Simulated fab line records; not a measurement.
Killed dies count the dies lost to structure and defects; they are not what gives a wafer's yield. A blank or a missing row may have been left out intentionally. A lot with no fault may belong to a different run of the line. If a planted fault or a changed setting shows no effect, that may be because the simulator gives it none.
Chamber matching :: flow gf180mcu :: pecvd-03 running GF_V3_CVD_02: 3 sister chambers
The step deposits SiO2 from TEOS, target thk 850 nm, time 94.851 s. 3 wafers are shown with their chamber, then 10 later ones without.

== EACH WAFER AND ITS CHAMBER ==
wafer: L084.5
chamber: 1
heater power w (W): 598

wafer: L084.6
chamber: 0
heater power w (W): 673

wafer: L085.5
chamber: 2
heater power w (W): 584

== WAFERS WITHOUT THEIR CHAMBER ==
wafer: L085.6
heater power w (W): 603

wafer: L088.3
heater power w (W): 593

wafer: L088.4
heater power w (W): 561

wafer: L088.6
heater power w (W): 602

wafer: L093.2
heater power w (W): 668

wafer: L093.3
heater power w (W): 541

wafer: L093.5
heater power w (W): 565

wafer: L094.2
heater power w (W): 668

wafer: L094.5
heater power w (W): 558

wafer: L094.6
heater power w (W): 675

== EACH ONE'S CHAMBER ==
wafer: L085.6
from the rows above: can't be placed: 1 or 2
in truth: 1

wafer: L088.3
from the rows above: can't be placed: 1 or 2
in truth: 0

wafer: L088.4
from the rows above: can't be placed: 2 or 1
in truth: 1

wafer: L088.6
from the rows above: can't be placed: 1 or 2
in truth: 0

wafer: L093.2
from the rows above: 0
in truth: 0

wafer: L093.3
from the rows above: can't be placed: 2 or 1
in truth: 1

wafer: L093.5
from the rows above: can't be placed: 2 or 1
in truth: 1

wafer: L094.2
from the rows above: 0
in truth: 0

wafer: L094.5
from the rows above: can't be placed: 2 or 1
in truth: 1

wafer: L094.6
from the rows above: 0
in truth: 0
3 of 10 placed correctly. Not placeable from these rows: 7 (in 5, the candidates include the true chamber). 0 placed wrongly.
How it was worked out, from the rows above alone: a wafer's distance from a chamber is the root of the sum, over the readings, of the square of ((its reading less the chamber's mean) divided by the reading's scatter). The wafer belongs to the nearest chamber; if the next one is less than 2 further off, it can't be placed. For every chamber, the mean is computed from those of its wafers that are shown. The scatter: with one shown wafer a chamber, the root of the mean of the squares of how far each hidden wafer lies from its nearest shown one.
